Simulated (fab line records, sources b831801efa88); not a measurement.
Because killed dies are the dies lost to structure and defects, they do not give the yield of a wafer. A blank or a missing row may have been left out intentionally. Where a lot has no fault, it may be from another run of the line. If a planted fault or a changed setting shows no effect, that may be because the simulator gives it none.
Comparing a struck lot with a sound one    flow sfq_line    13 out of 325 route steps
Sound: these wafers, L541.1, L541.2, L541.6. The struck wafers were L547.1, L547.2, L547.6. The cause is named last.
Each step with rows lists, per side, the tool, then ch with its chambers, then its first start. Under that, the readings that differ: sound wafers    struck wafers    difference of the means    sigmas: that difference in standard deviations of wafers without a fault.
alike: same words and numbers on both sides, and readings whose means sit less than 2 such deviations apart. not compared: any withheld reading, any reading some wafer has no value for, any bound like >300 that may hide the same value, and any number with overlapping values for which the record gives no deviation.
Wherever a step has rows on one side only, a row that says differs or no value, or a row with sigmas, the two part there. Numbers that don't overlap but have no deviation are shown without sigmas and don't part them. A reading that every wafer of one side lacks parts them only if that side has two wafers or more.

SFQ_TRILAYER_I2_VIA_BARC_OPEN_VIA_ETCH_096: etches BARC in O2, target depth 125 nm, time 41.7 s.
  sound on rie_diel-03 ch 0,2, day 46 04:38; struck on rie_diel-03 ch 0,1, day 46 14:14
  alike: drypump_motor_current_A, oes_product_au
  not compared: rf_hours_counter_h
SFQ_TRILAYER_I2_VIA_ETCH_VIA_ETCH_070: etches SiO2 in CHF3, stops on Nb, target depth 260 nm.
  sound on rie_diel-03 ch 0,2, day 46 04:40; struck on rie_diel-03 ch 0,1, day 46 14:16
  alike: drypump_motor_current_A, oes_product_au
SFQ_TRILAYER_I2_VIA_STRIP_STRIP_071: strips in O2.
  sound on rie_metal-01 ch 0,1, day 46 04:47; struck on rie_metal-04 ch 0,1, day 46 14:23
  alike: drypump_motor_current_A, oes_product_au, platen_temp_c
  not compared: rf_hours_counter_h
then, 2 steps without rows for these wafers: SFQ_TRILAYER_I2_VIA_STRIP_SOLV_CLEAN_072 (cleans in NMP, time 600 s); SFQ_TRILAYER_M3_DEP_PRE_CLEAN_074 (time 22.5 s).
SFQ_TRILAYER_M3_DEP_SPUTTER_073: material Nb, target thk 200 nm, time 133.3 s.
  struck on pvd_sputter-06, day 46 15:11; sound on pvd_sputter-04, day 46 05:35
  alike: throttle_valve_pct
SFQ_M3_RS_MEAS_919: measures by four-point-probe.
  struck on film_metro-04, day 46 15:17; sound on film_metro-01, day 46 05:41
reading            sound              struck             difference  sigmas
M3_NB_RS (ohm/sq)  0.901 0.900 0.902  0.870 0.885 0.880  -0.023      -2
then, 4 steps without rows for these wafers: SFQ_TRILAYER_M3_LITHO_COAT_080 (resist thk 62 nm); SFQ_TRILAYER_M3_LITHO_COAT_075 (resist thk 600 nm); SFQ_TRILAYER_M3_LITHO_SOFTBAKE_079; SFQ_TRILAYER_M3_LITHO_EXPOSE_076 (exposes mask M3, target cd 500 nm).
-- the record jumps here: 5 days lie between the struck wafers' starts before and after --
SFQ_TRILAYER_M3_LITHO_PEB_078: peb time 60 s.
  sound on litho_track-03 ch 0, day 51 12:05; struck on litho_track-03, day 52 02:29
  no value came back on the struck wafers for chill_plate_temp_C (C), exhaust_pa (Pa); on the sound wafers chill_plate_temp_C (C) reads 22.80 22.93 23.16
then, 1 step without rows for these wafers: SFQ_TRILAYER_M3_LITHO_DEVELOP_077 (time 60 s).

WHERE THEY PART
At SFQ_M3_RS_MEAS_919 first; at SFQ_TRILAYER_M3_LITHO_PEB_078 last (within this record only).

WHY: what had been put in by the simulator
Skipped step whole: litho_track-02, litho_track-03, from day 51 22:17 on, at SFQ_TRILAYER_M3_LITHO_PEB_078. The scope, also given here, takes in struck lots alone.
